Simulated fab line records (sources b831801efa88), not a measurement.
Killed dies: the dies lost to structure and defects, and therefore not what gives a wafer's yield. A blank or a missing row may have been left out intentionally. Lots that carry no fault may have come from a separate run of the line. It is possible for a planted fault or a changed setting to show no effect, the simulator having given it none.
fab line records ; flow sfq-line
record: lots: 15; wafers: 45; last-day: 86
route steps=325 shown L0@12
lots untouched by any fault: they come from a run of this same line in which no faults occurred
start-h: hours from the record's first day to the start of the lot's first wafer shown ; wait-h: how many hours have passed since the lot's step before this one ; " repeats the value in the row above ; L1.1+2: a row that stands for several wafers ; - either no value or no given start ; * or withheld: withheld ; < > ~ a bound
route shown NAME@n: a module of which the file shows steps, and the number in the route of the first ; usual: the fault-free wafers' mean and standard deviation ; same: alike in all rows ; chamber/n: place in a boat ; sites: the reading at each site ; _std_site: how widely they spread, as a standard deviation ; _edge_site: the outer-site mean with the inner-site mean subtracted ; radius-mm: for every site, how far away it sits from the centre of the wafer ; mask NAME#n: copy n ; behind: tool/chamber where the wafer was last shaped ; hold: why the lot was held/for how many hours/how that ended ; device: transistor that didn't switch, given as n, p or np ; end of line: the route-end tests of the same wafers ; where a step has no rows: the recipe by itself ; killed: dies lost to structure and defects at the first sort, not the wafer's yield ; map: per-die view of a wafer (x killed, . not killed, _ where there is no die)
set.NAME: setting as actually run; set.NAME@STEP: the setting as run at that earlier step ; model.NAME: the simulator's own value behind a step, which no gauge read
steps of the route over a sample of lots; a table a step, a row a wafer
== steps ==
step: SFQ_TRILAYER_L0_BARC_OPEN_METAL_ETCH_010
recipe: mask-material: PR; chemistry: O2; target-depth-nm: 125; target: BARC; icp-w: 600; bias-w: 80; pressure-mtorr: 10; time-s: 41.7
usual: drypump-motor-current-A: 5.90/0.29; oes-product-au: 0.684/0.0045; rf-fwd-power-W: 592.7/2.4; run-length-s: 70.1/0.71; time-s: 41.7/0
lot.wafer;tool;chamber;start-h;wait-h;drypump-motor-current-A;oes-product-au;rf-fwd-power-W;rf-hours-counter-h;run-length-s;time-s
L978.1;rie-metal-01;1;81.51;0.1;5.60;0.680;595.7;24;70.1;41.7
L978.4;rie-metal-01;1;81.51;0.1;5.59;0.681;593.6;-;70.4;41.7
L978.5;rie-metal-01;0;81.51;0.1;5.58;0.682;589.5;-;70.8;41.7
L979.1;rie-metal-01;1;89.91;0.1;5.60;0.682;591.8;26;70.8;41.7
L979.3;rie-metal-01;0;89.91;0.1;5.59;0.688;588.6;-;70.5;41.7
L979.5;rie-metal-01;1;89.91;0.1;5.63;0.684;592.6;-;70.4;41.7
L980.3;rie-metal-01;1;95.93;0.1;5.60;0.693;592.4;-;70.3;41.7
L980.5;rie-metal-01;0;95.93;0.1;5.57;0.684;592.1;-;70.4;41.7
L980.6;rie-metal-01;1;95.93;0.1;5.63;0.686;591.8;-;70.7;41.7
L981.3;rie-metal-04;1;101.93;0.1;5.91;0.681;595.3;-;72.5;41.7
L981.4;rie-metal-04;0;101.93;0.1;5.80;0.681;590.9;-;72.8;41.7
L981.6;rie-metal-04;1;101.93;0.1;5.92;0.688;595.0;-;72.5;41.7
L982.1;rie-metal-01;0;107.41;0.1;5.59;0.682;593.9;109;70.5;41.7
L982.2;rie-metal-01;1;107.41;0.1;5.61;0.690;594.2;30;70.3;41.7
L982.3;rie-metal-01;0;107.41;0.1;5.57;0.687;589.7;-;70.2;41.7
L983.2;rie-metal-04;1;112.21;0.1;5.91;0.675;596.1;22;69.7;41.7
L983.3;rie-metal-04;1;112.21;0.1;5.93;0.685;594.6;-;69.7;41.7
L983.5;rie-metal-04;1;112.21;0.1;5.92;0.689;593.7;-;69.7;41.7
L984.1;rie-metal-04;1;118.21;0.1;5.94;0.688;596.4;23;69.6;41.7
L984.3;rie-metal-04;1;118.21;0.1;5.92;0.687;592.6;-;69.7;41.7
L984.5;rie-metal-04;1;118.21;0.1;5.93;0.689;597.4;-;70.0;41.7
L985.1;rie-metal-03;1;121.81;0.1;6.01;0.684;597.1;16;69.5;41.7
L985.2;rie-metal-03;0;121.81;0.1;6.48;0.681;592.4;91;70.4;41.7
L985.6;rie-metal-03;1;121.81;0.1;6.01;0.682;596.7;-;69.4;41.7
L986.1;rie-metal-01;1;128.85;0.1;5.61;0.685;592.4;33;70.0;41.7
L986.3;rie-metal-01;1;128.85;0.1;5.60;0.685;594.7;-;70.3;41.7
L986.5;rie-metal-01;0;128.85;0.1;5.58;0.688;590.6;-;70.8;41.7
L987.3;rie-metal-03;0;133.67;0.1;6.43;0.686;593.3;-;70.2;41.7
L987.4;rie-metal-03;1;133.67;0.1;6.03;0.673;594.6;-;69.4;41.7
L987.6;rie-metal-03;0;133.67;0.1;6.45;0.677;595.9;-;70.3;41.7
L988.1;rie-metal-04;0;139.65;0.1;5.79;0.686;596.4;40;69.4;41.7
L988.5;rie-metal-04;0;139.65;0.1;5.78;0.689;591.6;-;69.6;41.7
L988.6;rie-metal-04;1;139.65;0.1;5.93;0.692;593.4;-;69.4;41.7
L993.1;rie-metal-01;0;164.65;0.1;5.58;0.809;589.3;117;60.8;29.19
L993.2;rie-metal-01;1;164.65;0.1;5.62;0.813;591.8;38;60.8;29.19
L993.4;rie-metal-01;1;164.65;0.1;5.64;0.819;589.4;-;60.7;29.19
L994.2;rie-metal-04;0;169.45;0.1;5.77;0.816;590.3;45;60.0;29.19
L994.5;rie-metal-04;1;169.45;0.1;5.93;0.823;590.7;-;60.2;29.19
L994.6;rie-metal-04;0;169.45;0.1;5.78;0.819;590.6;-;60.0;29.19
L995.1;rie-metal-03;1;176.65;0.1;6.03;0.818;591.6;23;59.7;29.19
L995.2;rie-metal-03;0;176.65;0.1;6.41;0.808;590.6;99;61.1;29.19
L995.4;rie-metal-03;1;176.65;0.1;6.03;0.818;593.7;-;59.8;29.19
L996.2;rie-metal-03;1;186.17;0.1;6.01;0.806;590.8;24;59.8;29.19
L996.3;rie-metal-03;0;186.17;0.1;6.48;0.822;591.9;-;60.9;29.19
L996.6;rie-metal-03;0;186.17;0.1;6.45;0.817;591.6;-;61.0;29.19
== key ==
first-sign: step: SFQ_TRILAYER_L0_BARC_OPEN_METAL_ETCH_010; reading: time-s; direction: down; sigmas: 99+; usual: *; struck: *
effect: step: SFQ_TRILAYER_L0_BARC_OPEN_METAL_ETCH_010; reading: oes-product-au; direction: up; sigmas: 29; usual: 0.684; struck: 0.816
met-at SFQ_TRILAYER_L0_BARC_OPEN_METAL_ETCH_010
struck-lots L993,L994,L995,L996
onset-between 139.65 164.65
fault: kind: recipe-version-skew; tool: rie-metal-01,rie-metal-03,rie-metal-04; chamber: -; onset-h: 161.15; steps: SFQ_TRILAYER_L0_BARC_OPEN_METAL_ETCH_010; wrong-recipe.time-s: *
